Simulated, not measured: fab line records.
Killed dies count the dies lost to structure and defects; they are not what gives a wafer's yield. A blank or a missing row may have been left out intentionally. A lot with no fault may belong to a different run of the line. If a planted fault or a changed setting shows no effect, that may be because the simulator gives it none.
Which of the tools did it?    flow gf180mcu    36 wafers from 12 lots sampled at 4 of the route's 602 steps

WHAT EACH GAUGE READ, for each wafer
GF_STI_THK_MEAS_24. Usual: STI_CVD_23_THK typically reads 653 nm, with standard deviation 5.8.
lot   measured     on             STI_CVD_23_THK (nm)  flag
L709  day 2 04:49  film_metro-03  647 643 648          
L710  day 2 08:36  film_metro-04  657 651 661          
L714  day 3 09:42  film_metro-01  644 648 655          
L715  day 3 16:55  film_metro-04  659 657 649          
L717  day 3 22:37  film_metro-01  652 661 656          
L719  day 4 07:47  film_metro-04  666 662 660          
L720  day 4 14:25  film_metro-01  648 659 653          
L724  day 5 08:41  film_metro-04  658 654 653          
L725  day 5 13:41  film_metro-01  654 652 648          
L726  day 5 19:58  film_metro-04  657 657 660          
L727  day 6 01:08  film_metro-04  650 654 653          
L732  day 7 01:11  film_metro-03  651 653 646          

GF_HV_LDD_TW_MEAS_38. Usual: HV_LDD_3_TW typically reads 1432, with standard deviation 16.
lot   measured      on             HV_LDD_3_TW     flag
L709  day 11 13:08  film_metro-02  1410 1412 1408  
L710  day 12 07:41  film_metro-02  1419 1418 1419  
L714  day 13 14:58  film_metro-02  1418 1420 1410  
L715  day 14 00:26  film_metro-04  1447 1442 1443  
L717  day 14 07:14  film_metro-02  1401 1405 1410  
L719  day 14 20:46  film_metro-04  1450 1436 1441  
L720  day 15 03:59  film_metro-02  1405 1411 1395  
L724  day 16 10:31  film_metro-02  1421 1420 1414  
L725  day 16 19:17  film_metro-01  1373 1387 1382  OFF
L726  day 17 05:23  film_metro-01  1386 1382 1379  OFF
L727  day 17 08:17  film_metro-01  1433 1442 1440  
L732  day 18 21:27  film_metro-01  1434 1425 1432  

GF_HV_LDD_RS_MEAS_53: uses a four-point probe to measure. Usual: HV_LDD_RS typically reads 418.2 ohm/sq, with standard deviation 0.87.
lot   measured      on             HV_LDD_RS (ohm/sq)  flag
L709  day 12 09:37  film_metro-02  418.7 420.1 420.2   
L710  day 13 04:00  film_metro-04  417.7 419.5 418.1   
L714  day 14 12:08  film_metro-04  418.0 418.2 417.6   
L715  day 14 21:30  film_metro-01  418.2 417.9 418.0   
L717  day 15 05:14  film_metro-04  418.2 418.0 418.3   
L719  day 15 18:31  film_metro-01  418.8 418.5 417.2   
L720  day 16 02:53  film_metro-01  416.8 417.5 418.1   
L724  day 17 09:17  film_metro-04  417.9 418.4 417.7   
L725  day 17 18:33  film_metro-04  427.2 427.3 427.8   OFF
L726  day 18 04:08  film_metro-02  427.3 427.4 425.9   OFF
L727  day 18 07:17  film_metro-01  419.4 419.4 418.8   
L732  day 19 21:47  film_metro-04  416.8 417.5 417.3   

WHAT TOOL EACH LOT RAN ON (gives the tool, then ch and the chambers of the sampled wafers, and finally the start)
lot   GF_HV_LDD_IMPLANT_34
L709  implanter-03 ch 0, day 11 12:36
L710  implanter-01 ch 0, day 12 07:10
L714  implanter-03 ch 0, day 13 14:25
L715  implanter-04 ch 0, day 13 23:55
L717  implanter-04 ch 0, day 14 06:41
L719  implanter-01 ch 0, day 14 20:13
L720  implanter-01 ch 0, day 15 03:28
L724  implanter-01 ch 0, day 16 09:58
L725  implanter-04 ch 0, day 16 18:44
L726  implanter-04 ch 0, day 17 04:50
L727  implanter-03 ch 0, day 17 07:46
L732  implanter-01 ch 0, day 18 20:53
- GF_HV_LDD_IMPLANT_34

AS READ BY THE TOOLS THEMSELVES (means over the sampled wafers that have a number; for cases with no such wafer, the mark the record gives instead)
GF_HV_LDD_IMPLANT_34. Usual: beam_on_s 9.98 s, standard deviation 0.19; dose_ions_cm2 7.5e+12, standard deviation 7.9e+09; faraday_current_uA 42.4, standard deviation 0.8.
lot   tool          beam_on_s (s)  dose_ions_cm2  faraday_current_uA  flag
L709  implanter-03  10.09          7.5e+12        42.0                
L710  implanter-01  9.90           7.5e+12        42.7                
L714  implanter-03  9.96           7.5e+12        42.5                
L715  implanter-04  9.85           7.5e+12        42.9                
L717  implanter-04  10.14          7.5e+12        41.7                
L719  implanter-01  9.86           7.5e+12        42.9                
L720  implanter-01  9.90           7.5e+12        42.7                
L724  implanter-01  10.30          7.5e+12        41.0                
L725  implanter-04  10.03          4.2e+12        23.4                OFF
L726  implanter-04  9.75           4.2e+12        24.2                OFF
L727  implanter-03  10.16          7.5e+12        41.7                
L732  implanter-01  9.87           7.5e+12        42.8                

THE ANSWER, worked out from the rows above alone
Rule: lot off if the mean of its wafers having a number is beyond 3 standard deviations from the usual mean. Also off: a lot with no number at a reading for which 4 or more lots have one. All remaining lots with rows at the step are treated as sound. The gauges are gone through in route order, then the tools' own readings, and for those a lot's mean is taken as printed above. The first step at which some lot is off is used, and at that step the reading that is off furthest; a lot without a number counts as furthest.
Off: at GF_HV_LDD_TW_MEAS_38 (HV_LDD_3_TW), L725, L726.
If a tool, at a process step before that reading, ran all the lots that are off and no sound lot after the first of them, it fits. Not tried: the gauges at GF_HV_LDD_TW_MEAS_38; whatever is off there is also off at GF_HV_LDD_RS_MEAS_53, on other tools, and gauge error can't account for it. One fits: implanter-04 at GF_HV_LDD_IMPLANT_34. A fault onset in the window from L717 (day 14 06:41, its last sound lot) to L725 (day 16 18:44, its first lot off) fits.
The tool's own readings at GF_HV_LDD_IMPLANT_34 bear it out: on the lots that are off they differ by more than 5 times the standard deviation of the sound lots' means. dose_ions_cm2 reads 4.2e+12 there against 7.5e+12 on the sound lots; faraday_current_uA reads 23.8 there against 42.3 on the sound lots.

WHAT HAD BEEN PUT IN BY THE SIMULATOR
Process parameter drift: implanter-04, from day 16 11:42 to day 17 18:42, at GF_HV_LDD_IMPLANT_34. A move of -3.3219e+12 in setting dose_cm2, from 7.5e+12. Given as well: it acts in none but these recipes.
Lots struck among those shown: L725, L726. This agrees with what the rule above found.
